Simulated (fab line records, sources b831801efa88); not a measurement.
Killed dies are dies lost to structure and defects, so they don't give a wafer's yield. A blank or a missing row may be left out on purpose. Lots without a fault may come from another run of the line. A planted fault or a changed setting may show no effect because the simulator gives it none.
Which tool did it? | flow sky130 | 14 lots, 42 wafers sampled, at 1 step of a route of 708

WHAT THE GAUGES READ, wafer by wafer
SKY_CONTACT_THK_MEAS_26: measures by xrf.
lot  | measured     | on            | CONTACT_W_THK (nm)
L764 | day 31 14:58 | film_metro-03 | 348 341 345
L766 | day 32 09:10 | film_metro-02 | 338 336 335
L768 | day 33 03:40 | film_metro-03 | 340 341 346
L770 | day 33 15:59 | film_metro-01 | 340 340 338
L769 | day 33 23:58 | film_metro-02 | 345 331 330
L771 | day 34 04:58 | film_metro-02 | 338 344 330
L772 | day 35 00:49 | film_metro-03 | 343 340 341
L774 | day 35 22:00 | film_metro-03 | 342 338 334
L776 | day 36 02:12 | film_metro-03 | 341 341 334
L777 | day 36 08:34 | film_metro-03 | 341 342 342
L779 | day 36 15:25 | film_metro-02 | 326 339 326
L781 | day 37 07:52 | film_metro-01 | 334 334 333
L780 | day 37 08:43 | film_metro-03 | 334 341 337
L786 | day 38 17:10 | film_metro-02 | 338 336 335

WHICH TOOL RAN EACH LOT (tool, then ch and the chambers of the sampled wafers, then the start)
The record holds no process step before these readings.

WHAT THE TOOLS THEMSELVES READ (means of the sampled wafers that have a number; where no wafer has one, the mark that the record gives instead)
The record holds no such reading with a usual standard deviation.

THE ANSWER, worked out from the rows above alone
Rule: what is usual is taken from the lots themselves. Put in order of their means at a reading, lots are off if they are a third of the lots or fewer, leave a main group of 4 or more, and stand apart from it by a gap of 3 or more times the standard deviation of the main group's means; of several such gaps the widest counts. A main group whose means are all the same, to the digits that the tables above print for the reading, isn't used. A lot without any number at a reading at which 4 lots or more have one is off too. The other lots that the step has rows for count as sound. The gauges are gone through in route order, then the tools' own readings, and for those a lot's mean is taken as printed above. The first step at which some lot is off is used, and at that step the reading that is off furthest; a lot without a number counts as furthest.
No lot is off at any reading shown: from this, nothing can be told.

WHAT THE SIMULATOR HAD PUT IN
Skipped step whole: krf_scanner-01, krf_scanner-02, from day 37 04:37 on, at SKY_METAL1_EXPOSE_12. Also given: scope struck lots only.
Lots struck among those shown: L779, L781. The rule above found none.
